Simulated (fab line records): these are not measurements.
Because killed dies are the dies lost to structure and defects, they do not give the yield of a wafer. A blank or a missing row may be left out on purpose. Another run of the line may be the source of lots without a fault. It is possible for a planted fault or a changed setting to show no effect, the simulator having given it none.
8D (eight disciplines) problem report, filled in by code	flow sfq line	the parts of the form that need people (team, actions taken, sign-off) are left out

1. THE PROBLEM
spin speed rpm at SFQ_TRILAYER_I3_VIA_LITHO_COAT_085 reads a mean of 2732.1 rpm on 6 wafers of 2 lots; wafers without a fault read 2999.9 rpm with a standard deviation of 1.9. That is -99 or more standard deviations from the usual mean.
The step: resist thk 650 nm.
First seen on wafer L817.1, day 37 15:18, on litho track-04. At this step, 18 wafers from 6 lots have a number in the record. The rule behind "out" and "out of limits": a value lying over 4 standard deviations away from the usual mean. All remaining wafers that have a number are taken as sound.

2. WHAT IT IS, WHAT IT ISN'T
question	is	is not
which readings at this step	spin speed rpm	-
which lots	L817, L819	L801, L805, L816, L822
which wafers of those lots	all that have a number	-
read on which tools	litho track-04	litho track-01, litho track-03
when	from day 37 15:18	up to then (9 sound wafers); but 3 sound wafers of L822 came after

3. SUSPECTS, AND WHAT RULES EACH OUT
Counting: a tool stays on the suspect list if, at a process step up to the reading, it processed all lots that are out and no sound lot following the first of them.
- rie metal-02 at SFQ_TRILAYER_M3_BARC_OPEN_METAL_ETCH_100 (etches BARC in O2, target depth 125 nm, time 41.7 s): kept. All lots that are out passed through it, beginning with L817 at day 36 12:40, and no sound lot followed; its final sound lot before that point was L816 at day 35 21:04.
- rie metal-02 at SFQ_TRILAYER_M3_STRIP_STRIP_079 (strips in O2): kept. All lots that are out passed through it, beginning with L817 at day 36 12:51, and no sound lot followed; its final sound lot before that point was L816 at day 35 21:15.
- film metro-01 at SFQ_TRILAYER_I3_METRO_MEASURE_083: kept. All lots that are out passed through it, beginning with L817 at day 37 13:48, and no sound lot followed; its final sound lot before that point was L801 at day 30 08:03.
- litho track-04 at SFQ_TRILAYER_I3_VIA_LITHO_COAT_085 (resist thk 650 nm): kept. All lots that are out passed through it, beginning with L817 at day 37 15:18, and no sound lot followed; its final sound lot before that point was L805 at day 31 09:06. Its own readings are out on those wafers: spin speed rpm.
Left after counting: rie metal-02 at SFQ_TRILAYER_M3_BARC_OPEN_METAL_ETCH_100, rie metal-02 at SFQ_TRILAYER_M3_STRIP_STRIP_079, film metro-01 at SFQ_TRILAYER_I3_METRO_MEASURE_083, litho track-04 at SFQ_TRILAYER_I3_VIA_LITHO_COAT_085.

4. THE CAUSE (what the simulator had put in)
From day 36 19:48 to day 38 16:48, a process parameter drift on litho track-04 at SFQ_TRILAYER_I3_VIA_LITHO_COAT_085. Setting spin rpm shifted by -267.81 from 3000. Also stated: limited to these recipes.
Of the 4 suspects that counting leaves, this tool is one.

5. THE CHAIN OF EFFECTS, in route order
Each row: a reading where the mean over the struck wafers with a number is more than 3 standard deviations away from the usual. Scope: only readings with a usual standard deviation given in the record; hours: median across lots of the time from each lot's start at the first step in this table that gives one to its start at this step; sigmas: change in usual standard deviations.
hours	step	reading	usual	on struck wafers	change	sigmas
0	SFQ_TRILAYER_I3_VIA_LITHO_COAT_085	spin speed rpm	2999.9 rpm	2732.1	-267.8	-99 or more
The process steps in it:
- SFQ_TRILAYER_I3_VIA_LITHO_COAT_085: resist thk 650 nm.
Later measuring or inspecting steps at which every struck wafer that the step has a row for has a number for every such reading, and none has moved that far: SFQ_I3_OVL_MEAS_923.

6. HOW IT WOULD HAVE BEEN CAUGHT EARLIER
First out-of-limits reading in this record: day 37 15:18, which is 20 hours after fault onset at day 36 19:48.
